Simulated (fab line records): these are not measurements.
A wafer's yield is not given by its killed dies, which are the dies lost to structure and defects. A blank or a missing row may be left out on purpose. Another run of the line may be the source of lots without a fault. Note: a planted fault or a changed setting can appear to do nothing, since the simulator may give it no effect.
What tool caused it? + flow gf180mcu + Sampling: 11 lots, 33 wafers, 2 of 602 route steps

WHAT THE GAUGES SHOWED, per wafer
GF_STI_THK_MEAS_04.
| lot  | measured    | on            | STI_CVD_03_THK (nm) |
|------|-------------|---------------|---------------------|
| L731 | day 1 13:34 | film-metro-02 | 205.8 205.4 204.8   |
| L733 | day 1 23:34 | film-metro-04 | 203.9 204.7 205.6   |
| L734 | day 2 05:37 | film-metro-04 | 208.3 206.6 208.8   |
| L735 | day 2 11:08 | film-metro-03 | 204.6 204.8 204.4   |
| L741 | day 3 15:34 | film-metro-02 | 237.8 240.3 238.2   |
| L746 | day 4 17:08 | film-metro-02 | 238.9 239.4 238.9   |
| L749 | day 5 07:55 | film-metro-02 | 205.7 206.4 204.6   |
| L750 | day 5 12:59 | film-metro-02 | 206.6 206.5 205.6   |
| L751 | day 5 18:24 | film-metro-03 | 205.1 205.1 205.8   |
| L752 | day 5 22:34 | film-metro-03 | 206.0 209.5 208.3   |
| L754 | day 6 09:03 | film-metro-02 | 209.0 209.6 208.2   |

EACH LOT AND THE TOOL THAT RAN IT (in order: tool; ch and the chambers of the sampled wafers; start)
| lot  | GF_STI_CVD_03              |
|------|----------------------------|
| L731 | lpcvd-01 ch 1, day 1 11:34 |
| L733 | lpcvd-02 ch 0, day 1 21:34 |
| L734 | lpcvd-01 ch 0, day 2 03:38 |
| L735 | lpcvd-02 ch 1, day 2 09:09 |
| L741 | lpcvd-01 ch 0, day 3 13:34 |
| L746 | lpcvd-01 ch 0, day 4 15:10 |
| L749 | lpcvd-02 ch 0, day 5 05:55 |
| L750 | lpcvd-02 ch 1, day 5 11:00 |
| L751 | lpcvd-02 ch 0, day 5 16:25 |
| L752 | lpcvd-02 ch 0, day 5 20:34 |
| L754 | lpcvd-02 ch 0, day 6 07:03 |
- GF_STI_CVD_03: deposits Si3N4 from DCS/NH3, target thk 207.16 nm, time 3551 s.

THE ANSWER, worked out from the rows above alone
Rule: what is usual is taken from the lots themselves. The widest of any qualifying gaps counts: lots, ordered by their means at a reading, are off when they make up no more than a third of the lots, leave a main group of 4 or more, and stand apart from it by 3 or more times the standard deviation of that group's means. The tables above print the reading to a certain number of digits; a main group whose means all agree to those digits is not used. A lot without any number at a reading at which 4 lots or more have one is off too. The other lots that the step has rows for count as sound.
Off: at GF_STI_THK_MEAS_04 (STI_CVD_03_THK), L741, L746. For the main group the mean is 206.3 nm and the standard deviation 1.5.
A tool fits if, at a process step before that reading, it ran every lot that is off, and no sound lot after the first of them. Those tools and the gauges at GF_STI_THK_MEAS_04 are tried in the same way. One candidate fits, namely lpcvd-01 at GF_STI_CVD_03. A fault onset in the window from L734 (day 2 03:38, its last sound lot) to L741 (day 3 13:34, its first lot off) fits.

WHAT WAS PUT IN BY THE SIMULATOR
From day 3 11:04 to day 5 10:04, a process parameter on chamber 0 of lpcvd-01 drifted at GF_STI_CVD_03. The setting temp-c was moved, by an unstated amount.
Lots struck among those shown: L741, L746. This agrees with what the rule above found.
